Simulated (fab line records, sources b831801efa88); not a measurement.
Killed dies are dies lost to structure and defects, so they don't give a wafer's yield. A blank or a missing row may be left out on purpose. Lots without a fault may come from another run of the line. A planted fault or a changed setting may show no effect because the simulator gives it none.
A struck lot beside a sound one | flow gf180mcu | 15 steps out of a route of 602
Sound: wafers L847.1, L847.4, L847.6. Struck: wafers L852.1, L852.3, L852.4. The cause comes at the end.
At each step with rows: each side's tool, then ch and its chambers, then its first start. Under that, the readings that differ: sound wafers | struck wafers | difference of the means | sigmas: that difference in standard deviations of wafers without a fault.
alike: readings whose means differ by less than 2 such deviations, and words and numbers that are the same on both sides. not compared: withheld readings, readings that some wafer has no value for, bounds like >300 that may hide the same value, and numbers for which the record gives no deviation and whose values overlap.
The two part at a step that has a row with sigmas, a row that says differs or no value, or rows on one side only. Numbers that don't overlap but have no deviation are shown without sigmas and don't part them. A reading that every wafer of one side lacks parts them only if that side has two wafers or more.

GF_V4_SPUTTER_22: material TiN, target thk 10 nm, time 40 s.
  sound on pvd_sputter-01, day 25 22:12; struck on pvd_sputter-01, day 27 14:02
  alike: chamber_pressure_pa, throttle_valve_pct
GF_V4_CVD_23: deposits W, target thk 350 nm, time 104.9 s.
  sound on cvd_w-01 ch 1, day 25 22:14; struck on cvd_w-02 ch 0,1, day 27 14:04
  alike: heater_power_w
  not compared: since_wet_clean_h
GF_V4_RS_MEAS_24: measures by four-point-probe.
  sound on film_metro-03, day 25 22:21; struck on film_metro-04, day 27 14:11
  alike: V4_W_RS
GF_V4_THK_MEAS_25: measures by xrf.
  sound on film_metro-03, day 25 22:28; struck on film_metro-04, day 27 14:18
  alike: V4_W_THK
then, 3 steps without rows for these wafers: GF_V4_CMP_26 (polishes, stops on SiO2, t overpolish 15 s, target thk 0 nm); GF_MIM_SPUTTER_00 (material Ti, target thk 37.5 nm, time 150 s); GF_MIM_SPUTTER_01 (material TiN, target thk 30 nm, time 25 s).
GF_MIM_SPUTTER_02: material AlCu, target thk 450 nm, time 23.9 s.
  sound on pvd_sputter-04, day 25 22:58; struck on pvd_sputter-02, day 27 14:49
  alike: chamber_pressure_pa, throttle_valve_pct
then, 1 step without rows for these wafers: GF_MIM_SPUTTER_03 (material Ti, target thk 10 nm, time 6.7 s).
GF_MIM_SPUTTER_04: material TiN, target thk 50 nm, time 41.7 s.
  sound on pvd_sputter-04, day 25 23:01; struck on pvd_sputter-02, day 27 14:52
  alike: chamber_pressure_pa, throttle_valve_pct
GF_MIM_CVD_05: deposits Si3N4, target thk 42 nm, time 29.086 s.
  sound on pecvd-03 ch 0,1, day 25 23:03; struck on pecvd-02 ch 0,1,2, day 27 14:54
  alike: heater_power_w
  not compared: since_wet_clean_h
GF_MIM_THK_MEAS_06:
  sound on film_metro-04, day 25 23:05; struck on film_metro-04, day 27 14:56
  alike: MIM_CVD_05_THK
GF_MIM_SPUTTER_07: material TiN, target thk 60 nm, time 50 s.
  sound on pvd_sputter-01, day 25 23:08; struck on pvd_sputter-01, day 27 14:59
  reading                                 | sound            | struck            | difference | sigmas
  model.TiN_of_MIM_SPUTTER_07.thk_nm (nm) | 60.3 59.25 60.12 | 63.73 62.92 63.58 | +3.52      |
  alike: chamber_pressure_pa, throttle_valve_pct
then, 2 steps without rows for these wafers: GF_MIM_SPUTTER_08 (material AlCu, target thk 200 nm, time 10.6 s); GF_PASSIVATION_PROBE_99.

WHERE THEY PART
Nowhere in this record.

WHY: what the simulator had put in
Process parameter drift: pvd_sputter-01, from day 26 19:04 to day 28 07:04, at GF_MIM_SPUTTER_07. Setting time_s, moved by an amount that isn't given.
